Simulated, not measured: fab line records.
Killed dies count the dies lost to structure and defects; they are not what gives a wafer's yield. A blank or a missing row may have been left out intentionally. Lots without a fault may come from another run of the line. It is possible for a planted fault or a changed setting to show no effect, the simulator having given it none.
Struck lot and sound lot, side by side || flow gf180mcu || 19 steps out of a route of 602
Sound: the wafers L715.2, L715.4, L715.5. Struck: wafer L721.3 (left out: L721.4, a lot-mate that was not struck); the cause follows at the end.
At each step with rows: each side's tool, then ch and its chambers, then its first start. Under that, the readings that differ: sound wafers || struck wafers || difference of the means || sigmas: that difference in standard deviations of wafers without a fault.
alike: a reading whose means differ by less than 2 such deviations, as well as words and numbers matching on both sides. not compared: withheld readings; readings where some wafer has no value; bounds like >300 that might hide an equal value; numbers whose values overlap and for which the record gives no deviation.
Wherever a step has rows on one side only, a row that says differs or no value, or a row with sigmas, the two part there. Non-overlapping numbers with no deviation appear without sigmas and do not part them. A reading missing from all wafers of one side parts the sides only when that side holds two or more wafers.

first, 3 steps without rows for these wafers: GF_MIM_EXPOSE_16 (exposes mask FuseTop, target cd 2000 nm); GF_MIM_PEB_17; GF_MIM_DEVELOP_18 (develop time 60 s).
GF_MIM_METAL_ETCH_19: etches the open film in Cl2/BCl3, stops on Si3N4, target depth 324.5 nm, time 54.1 s.
  sound on rie_metal-03 ch 0,1, day 25 17:30; struck on rie_metal-03 ch 0, day 27 16:01
{"reading": "throttle_valve_pct (%)", "sound": "28.281 28.290 28.305", "struck": 28.270, "difference": -0.022, "sigmas": -2}
  alike: drypump_motor_current_A, he_backside_leak_sccm, mfc_cl2_sccm, oes_product_au
  not compared: rf_hours_counter_h
GF_MIM_STRIP_20: strips in O2/N2.
  sound on plasma_asher-01 ch 0,1, day 25 17:34; struck on plasma_asher-04 ch 1, day 27 16:05
{"reading": "drypump_motor_current_A (A)", "sound": "6.0 5.9 5.9", "struck": 5.0, "difference": -0.9, "sigmas": -3}
  alike: heater_power_w, oes_product_au, strip_time_to_endpoint_s
  not compared: rf_hours_counter_h
then, 7 steps without rows for these wafers: GF_MIM_STRIP_21 (strips in post etch residue remover, time 1200 s); GF_MIM_CLEAN_22 (cleans in DIW); GF_M5_DEHYDRATE_00 (time 60 s); GF_M5_HMDS_01 (prime time 60 s); GF_M5_COAT_02 (resist thk 1000 nm); GF_M5_SOFTBAKE_03 (time 60 s); GF_M5_EXPOSE_04 (exposes mask Metal5, target cd 280 nm).
GF_M5_PEB_05: peb time 90 s.
  sound on litho_track-03 ch 0, day 26 13:59; struck on litho_track-03 ch 0, day 28 10:55
then, 1 step without rows for these wafers: GF_M5_DEVELOP_06 (develop time 60 s).
GF_M5_CD_MEAS_07: target cd 280 nm.
  struck on cd_sem-02, day 28 11:14; sound on cd_sem-01, day 26 14:19
  alike: cd_nm
GF_M5_OVL_MEAS_08:
  struck on overlay-02, day 28 11:20; sound on overlay-02, day 26 14:26
{"reading": "M5_OVL (nm)", "sound": "-6 -12 -7", "struck": 3, "difference": "+11", "sigmas": "+2"}
GF_M5_ETCH_09: etches Si3N4 in CF4/O2, target depth 52 nm, time 11.6 s.
  sound on rie_diel-04 ch 1,2,3, day 26 14:28; struck on rie_diel-02 ch 1, day 28 11:22
{"reading": "model.M5.cd_nm (nm)", "sound": "279.1 279.7 280.4", "struck": 277, "difference": -3, "sigmas": ""}
  alike: O2_flow_sccm, drypump_motor_current_A, oes_product_au, throttle_valve_pct
  not compared: rf_hours_counter_h
GF_M5_METAL_ETCH_10: etches the open film in Cl2/BCl3, stops on SiO2, target depth 750.8 nm, time 125.1 s.
  sound on rie_metal-01 ch 1, day 26 14:29; struck on rie_metal-02 ch 0, day 28 11:28
  alike: drypump_motor_current_A, he_backside_leak_sccm, mfc_cl2_sccm, oes_product_au, throttle_valve_pct
  not compared: rf_hours_counter_h
-- the record jumps here: 3 days lie between the struck wafers' starts before and after (it left off in module M5 and takes up again in module PASSIVATION, whose first step shown is number 602 of the route) --
GF_PASSIVATION_PROBE_99:
  only the struck wafers here have rows in the record (prober-01, day 31 01:14); the sound ones have none

## WHERE THEY PART
At GF_MIM_METAL_ETCH_19 first; at GF_PASSIVATION_PROBE_99 last (within this record only).

WHY: whatever the simulator had introduced
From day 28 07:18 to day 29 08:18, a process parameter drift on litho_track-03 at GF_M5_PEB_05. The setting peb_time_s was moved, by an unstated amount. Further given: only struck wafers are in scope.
